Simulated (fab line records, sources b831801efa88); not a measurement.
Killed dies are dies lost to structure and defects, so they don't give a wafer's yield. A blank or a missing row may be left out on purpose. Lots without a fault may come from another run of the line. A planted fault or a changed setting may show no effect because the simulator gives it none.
Chamber matching | flow gf180mcu | GF_V4_CMP_04 on cmp-02: 4 sister chambers
The step polishes SiO2. 16 wafers are shown with their chamber, then 8 later ones without.

WAFERS WITH THEIR CHAMBER
wafer  | chamber | motor_current_A (A) | time_to_endpoint_s (s)
L488.1 | 0       | 11.1                | 82
L488.2 | 2       | 10.6                | 83
L488.4 | 1       | 14.0                | 86
L489.1 | 3       | 11.6                | 75
L489.2 | 0       | 11.2                | 82
L489.5 | 2       | 10.7                | 84
L490.2 | 3       | 12.4                | 76
L490.4 | 2       | 10.1                | 86
L490.6 | 1       | 13.3                | 94
L496.1 | 2       | 10.5                | 78
L496.3 | 0       | 10.6                | 70
L496.6 | 2       | 10.4                | 87
L505.1 | 1       | 13.8                | 75
L505.5 | 0       | 10.7                | 79
L505.6 | 1       | 13.2                | 77
L506.1 | 1       | 13.8                | 77

SIGNATURES (means of the wafers above)
reading            | chamber 0 | chamber 1 | chamber 2 | chamber 3 | scatter within a chamber
motor_current_A    | 10.900    | 13.620    | 10.460    | 12.000    | 0.327
time_to_endpoint_s | 78.25     | 81.80     | 83.60     | 75.50     | 5.81
Rule: a wafer's distance from a chamber is the root of the sum, over the readings, of the square of ((its reading less the chamber's mean) divided by the reading's scatter). The wafer belongs to the nearest chamber; if the next one is less than 2 further off, it can't be placed. The scatter: the root of (the sum of the squares of (reading less its chamber's mean) over the shown wafers, divided by (wafers less chambers)).

WAFERS WITHOUT THEIR CHAMBER
wafer  | motor_current_A (A) | time_to_endpoint_s (s)
L506.3 | 10.5                | 74
L506.6 | 12.0                | 78
L507.3 | 12.1                | 72
L507.4 | 13.3                | 78
L507.6 | 11.5                | 81
L508.4 | 10.5                | 90
L508.5 | 10.3                | 84
L508.6 | 13.6                | 87

WHICH CHAMBER EACH WENT THROUGH
wafer  | from the rows above          | in truth
L506.3 | can't be placed: 0 or 2      | 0
L506.6 | 3                            | 3
L507.3 | 3                            | 3
L507.4 | 1                            | 1
L507.6 | can't be placed: 3 or 0 or 2 | 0
L508.4 | can't be placed: 2 or 0      | 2
L508.5 | can't be placed: 2 or 0      | 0
L508.6 | 1                            | 1
Placed correctly: 4 of 8. Can't be placed from these rows: 4 (the true chamber is among the candidates in 4). Placed wrongly: 0.
